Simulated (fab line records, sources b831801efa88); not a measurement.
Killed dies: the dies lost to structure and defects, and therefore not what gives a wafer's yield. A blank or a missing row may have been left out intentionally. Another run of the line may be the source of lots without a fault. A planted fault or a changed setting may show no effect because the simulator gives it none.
A struck lot beside a sound one -- flow sky130 -- 43 out of 708 route steps
Sound: these wafers, L959.2, L959.3, L959.6. Wafers struck: L970.3, L970.5, L970.6. The cause comes at the end.
Each step with rows lists, per side, the tool, then ch with its chambers, then its first start. Under that, the readings that differ: sound wafers -- struck wafers -- difference of the means -- sigmas: that difference in standard deviations of wafers without a fault.
alike: same words and numbers on both sides, and readings whose means sit less than 2 such deviations apart. not compared: any withheld reading, any reading some wafer has no value for, any bound like >300 that may hide the same value, and any number with overlapping values for which the record gives no deviation.
The two part at a step that has a row with sigmas, a row that says differs or no value, or rows on one side only. When numbers do not overlap yet have no deviation, they are printed without sigmas and do not part them. A reading missing from all wafers of one side parts the sides only when that side holds two or more wafers.

SKY_POLY_GATE_THK_MEAS_01:
  sound: film-metro-04 at day 16 02:03; struck: film-metro-01 at day 19 23:11
  alike: POLY_GATE_CVD_00_THK
then, 8 steps without rows for these wafers: SKY_RES_PROTECT_DEHYDRATE_00 (time 60 s); SKY_RES_PROTECT_HMDS_01 (prime time 60 s); SKY_RES_PROTECT_COAT_02 (resist thk 1140 nm); SKY_RES_PROTECT_SOFTBAKE_03 (time 60 s); SKY_RES_PROTECT_EXPOSE_04 (exposes mask RPM, target cd 1270 nm); SKY_RES_PROTECT_PEB_05; SKY_RES_PROTECT_DEVELOP_06 (develop time 60 s); SKY_POLY_GATE_IMPLANT_02.
SKY_RES_PROTECT_STRIP_07: strips in O2/N2.
  sound on plasma-asher-02 ch 0,1, day 17 05:41; struck on plasma-asher-01 ch 0,1, day 21 05:55
  alike: drypump-motor-current-A, oes-product-au, strip-time-to-endpoint-s
  not compared: rf-hours-counter-h
SKY_RES_PROTECT_TW_MEAS_08:
  sound: film-metro-04 at day 17 05:48; struck: film-metro-03 at day 21 06:01
reading,sound,struck,difference,sigmas
POLY_GATE_TW,3967 3971 3972,4107 4066 4103,+122,+2
then, 1 step without rows for these wafers: SKY_RES_PROTECT_CLEAN_09 (cleans in SC1/SC2, time 150 s).
SKY_POLY_GATE_CVD_03: deposits Si3N4 from DCS/NH3, target thk 75 nm, time 1290 s.
  sound on lpcvd-02 ch 1, day 17 06:49; struck on lpcvd-02 ch 1, day 21 06:17
SKY_POLY_GATE_THK_MEAS_04:
  sound: film-metro-01 at day 17 08:11; struck: film-metro-04 at day 21 07:40
  alike: POLY_GATE_CVD_03_THK
then, 8 steps without rows for these wafers: SKY_POLY_GATE_DEHYDRATE_05 (time 60 s); SKY_POLY_GATE_HMDS_06 (prime time 60 s); SKY_POLY_GATE_COAT_07 (resist thk 110 nm); SKY_POLY_GATE_COAT_08 (resist thk 450 nm); SKY_POLY_GATE_SOFTBAKE_09 (time 90 s); SKY_POLY_GATE_EXPOSE_10 (exposes mask P1M, target cd 150 nm); SKY_POLY_GATE_PEB_11; SKY_POLY_GATE_DEVELOP_12 (develop time 60 s).
SKY_POLY_GATE_CD_MEAS_13: target cd 150 nm.
  sound: cd-sem-01 at day 18 13:45; struck: cd-sem-01 at day 22 14:13
  alike: cd-nm
SKY_POLY_GATE_OVL_MEAS_14:
  sound: overlay-02 at day 18 13:52; struck: overlay-01 at day 22 14:19
  alike: POLY_GATE_OVL
SKY_POLY_GATE_ETCH_15: etches BARC in N2/H2, stops on SiO2, time 118.5 s, target depth 110 nm.
  sound on rie-diel-03 ch 0,2,3, day 18 13:53; struck on rie-diel-04 ch 0,1,3, day 22 14:20
  alike: bias-w, drypump-motor-current-A, oes-product-au, throttle-valve-pct
  not compared: rf-hours-counter-h
SKY_POLY_GATE_ETCH_16: etches Si3N4 in CH3F/O2, stops on poly-Si, time 147.5 s, target depth 75 nm.
  sound on rie-diel-03 ch 0,2,3, day 18 13:58; struck on rie-diel-04 ch 0,1,3, day 22 14:25
  alike: bias-w, drypump-motor-current-A, oes-product-au, throttle-valve-pct
  not compared: rf-hours-counter-h
SKY_POLY_GATE_ETCH_17: etches poly-Si in HBr/Cl2, stops on SiO2, target depth 180 nm, time 70.5 s.
  sound on rie-si-02 ch 2,3, day 18 14:04; struck on rie-si-02 ch 0,3, day 22 14:31
  alike: bias-w, drypump-motor-current-A, oes-product-au, throttle-valve-pct
  not compared: rf-hours-counter-h
SKY_POLY_GATE_STRIP_18: strips in O2/N2.
  sound on plasma-asher-02 ch 1, day 18 14:08; struck on plasma-asher-04 ch 0,1, day 22 14:37
  alike: drypump-motor-current-A, oes-product-au, strip-time-to-endpoint-s
  not compared: rf-hours-counter-h
then, 2 steps without rows for these wafers: SKY_POLY_GATE_CLEAN_19 (cleans in SC1/SC2, time 150 s); SKY_POLY_GATE_OXIDATION_20 (stabilise 600 s, purge 300 s, target thk 4 nm).
SKY_POLY_GATE_THK_MEAS_21:
  sound: film-metro-02 at day 18 16:39; struck: film-metro-04 at day 22 16:00
  alike: POLY_GATE_OXIDATION_THK
SKY_POLY_GATE_CD_MEAS_22:
  sound: cd-sem-01 at day 18 16:44; struck: cd-sem-02 at day 22 16:05
  alike: cd-nm
then, 7 steps without rows for these wafers: SKY_LDD_N_DEHYDRATE_00 (time 60 s); SKY_LDD_N_HMDS_01 (prime time 60 s); SKY_LDD_N_COAT_02 (resist thk 300 nm); SKY_LDD_N_SOFTBAKE_03 (time 60 s); SKY_LDD_N_EXPOSE_04 (exposes mask NTM, target cd 840 nm); SKY_LDD_N_PEB_05; SKY_LDD_N_DEVELOP_06 (develop time 60 s).
SKY_LDD_N_OVL_MEAS_07:
  sound: overlay-02 at day 19 23:59; struck: overlay-01 at day 23 21:35
  alike: LDD_N_OVL
then, 2 steps without rows for these wafers: SKY_LDD_N_IMPLANT_08; SKY_LDD_N_IMPLANT_09.
-- a jump in the record: the struck wafers' starts before and after are 26 days apart (it breaks off in module LDD_N and resumes in module PAD_OPEN, where the first step shown is number 708 of the route) --
SKY_PAD_OPEN_PROBE_99:
  the record has rows for the struck wafers here (prober-02, day 49 16:38) and none for the sound ones

WHERE THEY PART
First at SKY_RES_PROTECT_TW_MEAS_08; last, within this record, at SKY_PAD_OPEN_PROBE_99.

WHY: what the simulator had put in
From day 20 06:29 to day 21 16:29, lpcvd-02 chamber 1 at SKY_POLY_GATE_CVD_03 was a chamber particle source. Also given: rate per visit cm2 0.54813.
